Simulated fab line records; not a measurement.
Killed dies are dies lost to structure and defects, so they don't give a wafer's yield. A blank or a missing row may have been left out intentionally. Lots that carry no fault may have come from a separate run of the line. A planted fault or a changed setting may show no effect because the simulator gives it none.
Which tool was responsible? | flow sky130 | 14 lots with 42 wafers sampled at 4 steps, on a route of 708 steps

WHAT THE GAUGES SHOWED, per wafer
SKY_NWELL_OVL_MEAS_10. Usual: NWELL_00_OVL 0.3 nm, standard deviation 1.4.
lot  | measured     | on         | NWELL_00_OVL (nm) | flag
L641 | day 4 12:04  | overlay-02 | -2.9 -0.9 0.2     |
L644 | day 5 08:39  | overlay-01 | -1.7 -0.2 -0.1    |
L645 | day 5 13:33  | overlay-02 | -0.2 -0.6 -0.2    |
L648 | day 6 05:15  | overlay-02 | 1.6 2.4 2.4       |
L649 | day 6 10:36  | overlay-02 | 0.1 0.6 2.0       |
L650 | day 6 19:13  | overlay-01 | -0.5 0.1 -1.9     |
L653 | day 7 09:59  | overlay-02 | 1.8 -1.3 0.0      |
L654 | day 7 16:23  | overlay-02 | 2.0 3.7 2.1       |
L655 | day 7 20:47  | overlay-01 | -0.4 0.7 0.8      |
L658 | day 8 18:13  | overlay-01 | -0.2 -2.3 -1.0    |
L659 | day 9 00:49  | overlay-02 | -0.6 -1.3 -2.1    |
L660 | day 9 04:40  | overlay-01 | -0.4 1.3 0.2      |
L661 | day 9 09:25  | overlay-02 | -1.1 0.7 1.6      |
L663 | day 10 17:17 | overlay-01 | -1.7 -0.1 -0.2    |

SKY_NWELL_TW_MEAS_15. Usual: NWELL_TW 1839, standard deviation 15.
lot  | measured     | on            | NWELL_TW       | flag
L641 | day 4 12:40  | film metro-03 | 1842 1848 1842 |
L644 | day 5 09:15  | film metro-01 | 1834 1826 1829 |
L645 | day 5 14:08  | film metro-01 | 1830 1829 1827 |
L648 | day 6 05:50  | film metro-04 | 1825 1834 1825 |
L649 | day 6 11:11  | film metro-04 | 1828 1833 1834 |
L650 | day 6 19:48  | film metro-04 | 1828 1826 1830 |
L653 | day 7 10:34  | film metro-01 | 1831 1846 1841 |
L654 | day 7 16:59  | film metro-03 | 1854 1869 1854 |
L655 | day 7 21:23  | film metro-04 | 1819 1811 1827 |
L658 | day 8 18:49  | film metro-01 | 1842 1845 1851 |
L659 | day 9 01:25  | film metro-04 | 1833 1827 1813 |
L660 | day 9 05:16  | film metro-03 | 1859 1851 1857 |
L661 | day 9 10:00  | film metro-03 | 1851 1855 1861 |
L663 | day 10 17:52 | film metro-01 | 1835 1826 1834 |

WHICH TOOL RAN EACH LOT (tool, then ch and the chambers of the sampled wafers, then the start)
lot  | SKY_FIELD_ISO_STRIP_16              | SKY_PWDE_IMPLANT_08
L641 | plasma asher-02 ch 0,1, day 2 04:06 | implanter-01 ch 0, day 3 18:47
L644 | plasma asher-04 ch 0,1, day 2 23:16 | implanter-03 ch 0, day 4 15:09
L645 | plasma asher-04 ch 0,1, day 3 02:11 | implanter-01 ch 0, day 4 19:57
L648 | plasma asher-02 ch 0,1, day 3 16:56 | implanter-03 ch 0, day 5 11:30
L649 | plasma asher-04 ch 0,1, day 3 23:20 | implanter-04 ch 0, day 5 16:39
L650 | plasma asher-01 ch 1, day 4 04:35   | implanter-04 ch 0, day 6 01:07
L653 | plasma asher-01 ch 0,1, day 4 18:29 | implanter-01 ch 0, day 6 15:27
L654 | plasma asher-04 ch 0,1, day 5 02:33 | implanter-03 ch 0, day 6 21:14
L655 | plasma asher-02 ch 0,1, day 5 06:36 | implanter-03 ch 0, day 7 00:26
L658 | plasma asher-01 ch 0,1, day 5 20:02 | implanter-04 ch 0, day 7 21:59
L659 | plasma asher-04 ch 0,1, day 6 02:02 | implanter-03 ch 0, day 8 03:30
L660 | plasma asher-02 ch 1, day 6 06:48   | implanter-03 ch 0, day 8 07:29
L661 | plasma asher-01 ch 0,1, day 6 14:19 | implanter-03 ch 0, day 8 11:52
L663 | plasma asher-02 ch 0,1, day 7 16:38 | implanter-01 ch 0, day 9 18:48
- SKY_FIELD_ISO_STRIP_16: strips in O2/N2.
- SKY_PWDE_IMPLANT_08

AS READ BY THE TOOLS THEMSELVES (means over the sampled wafers that have a number; for cases with no such wafer, the mark the record gives instead)
SKY_FIELD_ISO_STRIP_16. Usual: drypump motor current A 5.8 A, standard deviation 0.42; oes product au 0.377 a.u., standard deviation 0.005; strip time to endpoint s 3.527 s, standard deviation 0.026.
lot  | tool            | drypump motor current A (A) | oes product au (a.u.) | strip time to endpoint s (s) | flag
L641 | plasma asher-02 | 6.2                         | 0.375                 | 3.532                        |
L644 | plasma asher-04 | 5.3                         | 0.378                 | 3.514                        |
L645 | plasma asher-04 | 5.4                         | 0.373                 | 3.530                        |
L648 | plasma asher-02 | 6.2                         | 0.380                 | 3.533                        |
L649 | plasma asher-04 | 5.4                         | 0.380                 | 3.552                        |
L650 | plasma asher-01 | 5.6                         | 0.375                 | 3.503                        |
L653 | plasma asher-01 | 5.8                         | 0.376                 | 3.520                        |
L654 | plasma asher-04 | 5.3                         | 0.379                 | 3.491                        |
L655 | plasma asher-02 | 6.2                         | 0.384                 | 3.531                        |
L658 | plasma asher-01 | 5.8                         | 0.380                 | 3.557                        |
L659 | plasma asher-04 | 5.3                         | 0.372                 | 3.515                        |
L660 | plasma asher-02 | 6.3                         | 0.375                 | 3.546                        |
L661 | plasma asher-01 | 5.8                         | 0.380                 | 3.533                        |
L663 | plasma asher-02 | 6.2                         | 0.379                 | 3.535                        |

SKY_PWDE_IMPLANT_08. Usual: beam energy keV reads 150.01 (standard deviation 0.047).
lot  | tool         | beam energy keV | flag
L641 | implanter-01 | 149.97          |
L644 | implanter-03 | 150.01          |
L645 | implanter-01 | 150.04          |
L648 | implanter-03 | 150.01          |
L649 | implanter-04 | 149.99          |
L650 | implanter-04 | 150.01          |
L653 | implanter-01 | 150.01          |
L654 | implanter-03 | 149.97          |
L655 | implanter-03 | 150.01          |
L658 | implanter-04 | 150.05          |
L659 | implanter-03 | 147.57          | OFF
L660 | implanter-03 | 147.60          | OFF
L661 | implanter-03 | 147.67          | OFF
L663 | implanter-01 | 150.03          |

THE ANSWER, worked out from the rows above alone
Rule: lot off if the mean of its wafers having a number is beyond 3 standard deviations from the usual mean. A lot without any number at a reading at which 4 lots or more have one is off too. The other lots that the step has rows for count as sound. Order of review: gauges by route order, followed by the tools' own readings, for which a lot's mean as printed above is used. At the first step where some lot is off, the reading lying furthest off is the one used; lots without a number count as furthest.
Off at SKY_PWDE_IMPLANT_08 (beam energy keV): L659, L660, L661.
A tool fits if, at that step or a process step before it, it ran every lot that is off, and no sound lot after the first of them. One fits: implanter-03 at SKY_PWDE_IMPLANT_08. Its last sound lot is L655 (day 7 00:26), its first lot that is off L659 (day 8 03:30): a fault that began between those two fits.
On the lots that are off, the tool's own readings at SKY_PWDE_IMPLANT_08 differ by more than 5 times the standard deviation of the sound lots' means, which bears it out; beam energy keV reads 147.61 there versus 150.01 on the sound lots.

WHAT WAS PUT IN BY THE SIMULATOR
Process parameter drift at SKY_PWDE_IMPLANT_08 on implanter-03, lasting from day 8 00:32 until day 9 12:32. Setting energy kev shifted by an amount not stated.
Shown lots that were struck: L659, L660, L661. The same result came from the rule above.
